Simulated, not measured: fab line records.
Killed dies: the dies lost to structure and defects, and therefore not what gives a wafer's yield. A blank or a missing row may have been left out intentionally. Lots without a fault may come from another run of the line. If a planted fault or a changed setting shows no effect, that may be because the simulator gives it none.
A struck lot beside a sound one || flow sky130 || 22 out of 708 route steps
Sound: the wafers L412.2, L412.3, L412.5. Struck: wafers L400.2, L400.6. The cause is named last.
Each step with rows lists, per side, the tool, then ch with its chambers, then its first start. Under that, the readings that differ: sound wafers || struck wafers || difference of the means || sigmas: that difference in standard deviations of wafers without a fault.
alike: a reading whose means differ by less than 2 such deviations, as well as words and numbers matching on both sides. not compared: withheld readings; readings where some wafer has no value; bounds like >300 that might hide an equal value; numbers whose values overlap and for which the record gives no deviation.
Wherever a step has rows on one side only, a row that says differs or no value, or a row with sigmas, the two part there. Numbers that don't overlap but have no deviation are shown without sigmas and don't part them. Lack of a reading on every wafer of one side parts them only where that side has two or more wafers.

first, 4 steps without rows for these wafers: SKY_NWELL_SOFTBAKE_06; SKY_NWELL_EXPOSE_07 (exposes mask NWM, target cd 840 nm); SKY_NWELL_PEB_08; SKY_NWELL_DEVELOP_09 (develop time 60 s).
SKY_NWELL_OVL_MEAS_10:
  sound on overlay-02 at day 10 00:16; struck on overlay-02 at day 7 01:37
  alike: NWELL_00_OVL
then, 3 steps without rows for these wafers: SKY_NWELL_IMPLANT_11; SKY_NWELL_IMPLANT_12; SKY_NWELL_IMPLANT_13.
SKY_NWELL_STRIP_14: strips in O2/N2.
  sound on plasma_asher-01 ch 0,1, day 10 00:44; struck on plasma_asher-02 ch 0, day 7 02:06
  alike: drypump_motor_current_A, n2_flow_sccm, oes_product_au, strip_time_to_endpoint_s
  not compared: rf_hours_counter_h
SKY_NWELL_TW_MEAS_15:
  sound on film_metro-04 at day 10 00:51; struck on film_metro-04 at day 7 02:13
  alike: NWELL_TW
then, 2 steps without rows for these wafers: SKY_NWELL_DEHYDRATE_16 (time 60 s); SKY_NWELL_HMDS_17 (prime time 60 s).
SKY_NWELL_COAT_18: resist thk 3000 nm.
  sound on litho_track-04 ch 0, day 10 11:26; struck on litho_track-04 ch 0, day 7 11:59
{"reading": "model.coat_of_NWELL_COAT_18.thk_nm (nm)", "sound": "3011 3011 3008", "struck": "2874 2872", "difference": -137, "sigmas": ""}
then, 3 steps without rows for these wafers: SKY_NWELL_SOFTBAKE_19; SKY_NWELL_EXPOSE_20 (exposes mask NWM COMPLEMENT, target cd 840 nm); SKY_NWELL_PEB_21.
SKY_NWELL_DEVELOP_22: develop time 60 s.
  sound on litho_track-04 ch 0; struck on litho_track-03 ch 0
{"reading": "model.coat_of_NWELL_COAT_18.thk_nm (nm)", "sound": "3007 3007 3004", "struck": "2870 2868", "difference": -137, "sigmas": ""}
SKY_NWELL_OVL_MEAS_23:
  sound on overlay-01 at day 10 22:04; struck on overlay-02 at day 7 21:59
  alike: NWELL_01_OVL
following that, these wafers have no rows for 1 step: SKY_NWELL_IMPLANT_24.
SKY_NWELL_STRIP_25: strips in O2/N2.
  sound on plasma_asher-01 ch 0,1, day 10 22:14; struck on plasma_asher-02 ch 0, day 7 22:10
{"reading": "strip_time_to_endpoint_s (s)", "sound": "37.03 37.04 36.99", "struck": "35.46 35.40", "difference": -1.59, "sigmas": -17}
  alike: drypump_motor_current_A, n2_flow_sccm, oes_product_au
  not compared: rf_hours_counter_h
SKY_NWELL_TW_MEAS_26:
  sound on film_metro-03 at day 10 22:21; struck on film_metro-03 at day 7 22:16
  alike: NWELL_2_TW
following that, these wafers have no rows for 1 step: SKY_PAD_OPEN_PROBE_99.

## WHERE THEY PART
SKY_NWELL_STRIP_25 only, going by this record. Later steps at which nothing parts them and some readings are alike: SKY_NWELL_TW_MEAS_26.

WHY: whatever the simulator had introduced
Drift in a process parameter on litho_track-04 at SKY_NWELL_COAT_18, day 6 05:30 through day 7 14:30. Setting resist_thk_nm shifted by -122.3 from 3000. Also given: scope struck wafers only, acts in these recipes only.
